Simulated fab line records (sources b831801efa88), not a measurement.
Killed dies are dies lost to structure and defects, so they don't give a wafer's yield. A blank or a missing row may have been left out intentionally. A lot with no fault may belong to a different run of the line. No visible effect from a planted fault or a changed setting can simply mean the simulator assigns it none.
A struck lot beside a sound one    flow gf180mcu    16 out of 602 route steps
Sound: these wafers, L593.3, L593.4, L593.6. Wafers L584.3, L584.4, L584.6 were the ones struck. The cause is given at the end.
At each step with rows: each side's tool, then ch and its chambers, then its first start. Under that, the readings that differ: sound wafers    struck wafers    difference of the means    sigmas: that difference in standard deviations of wafers without a fault.
alike: a reading whose means differ by less than 2 such deviations, as well as words and numbers matching on both sides. not compared: withheld readings; readings where some wafer has no value; bounds like >300 that might hide an equal value; numbers whose values overlap and for which the record gives no deviation.
Wherever a step has rows on one side only, a row that says differs or no value, or a row with sigmas, the two part there. When numbers do not overlap yet have no deviation, they are printed without sigmas and do not part them. A reading that every wafer of one side lacks parts them only if that side has two wafers or more.

GF_M1_SPUTTER_04: material TiN, target thk 50 nm, time 41.7 s.
  sound on pvd-sputter-02 at day 23 00:44; struck on pvd-sputter-04 at day 19 16:44
  alike: throttle-valve-pct
GF_M1_RS_MEAS_05: the measuring method here is four-point-probe.
  sound on film-metro-01 at day 23 00:49; struck on film-metro-02 at day 19 16:50
  alike: M1_ALCU_RS
GF_M1_THK_MEAS_06: measures by xrf.
  sound on film-metro-01 at day 23 00:55; struck on film-metro-02 at day 19 16:56
  alike: M1_ALCU_THK
then, 7 steps without rows for these wafers: GF_M1_DEHYDRATE_07 (time 60 s); GF_M1_HMDS_08 (prime time 60 s); GF_M1_COAT_09 (resist thk 1000 nm); GF_M1_SOFTBAKE_10 (time 60 s); GF_M1_EXPOSE_11 (exposes mask Metal1, target cd 230 nm); GF_M1_PEB_12 (peb time 90 s); GF_M1_DEVELOP_13 (develop time 60 s).
GF_M1_CD_MEAS_14 targets a cd of 230 nm.
  sound on cd-sem-01 at day 23 22:05; struck on cd-sem-01 at day 20 16:50
  alike: cd-nm
GF_M1_OVL_MEAS_15:
  sound on overlay-01 at day 23 22:11; struck on overlay-02 at day 20 16:56
  alike: M1_OVL
GF_M1_METAL_ETCH_16: etches the open film in Cl2/BCl3, stops on SiO2, target depth 750.8 nm, time 125.1 s.
  sound on rie-metal-04 ch 0,1, day 23 22:15; struck on rie-metal-01 ch 0,1, day 20 17:00
  no value came back on the struck wafers for any of 6 readings (bcl3-flow-sccm (sccm), bias-w (W) and others); on the sound wafers bcl3-flow-sccm (sccm) reads 39.83 39.92 39.80
reading                              sound              struck             difference  sigmas
model.KrF_of_M1_COAT_09.thk-nm (nm)  691.2 691.7 690.9  979.7 983.1 982.8  +290.6      
  not compared: rf-hours-counter-h
GF_M1_STRIP_17: strips in O2/N2.
  sound on plasma-asher-01 ch 0,1, day 23 22:22; struck on plasma-asher-03 ch 0,1, day 20 17:07
reading                       sound              struck             difference  sigmas
oes-product-au (a.u.)         0.529 0.546 0.538  0.655 0.657 0.665  +0.121      +21
strip-time-to-endpoint-s (s)  7.45 7.44 7.45     10.15 10.20 10.19  +2.73       +40
  alike: chamber-pressure-mTorr, drypump-motor-current-A, heater-power-w
  not compared: rf-hours-counter-h
then, 1 step without rows for these wafers: GF_M1_STRIP_18 (strips in post etch residue remover, time 1200 s).
-- the record jumps here: 11 days lie between the struck wafers' starts before and after (it left off in module M1 and takes up again in module PASSIVATION, whose first step shown is number 602 of the route) --
GF_PASSIVATION_PROBE_99:
  only the struck wafers here have rows in the record (prober-02, day 31 19:38); the sound ones have none

WHERE THEY PART
At GF_M1_METAL_ETCH_16 first; at GF_PASSIVATION_PROBE_99 last (within this record only).

WHY: the cause the simulator had injected
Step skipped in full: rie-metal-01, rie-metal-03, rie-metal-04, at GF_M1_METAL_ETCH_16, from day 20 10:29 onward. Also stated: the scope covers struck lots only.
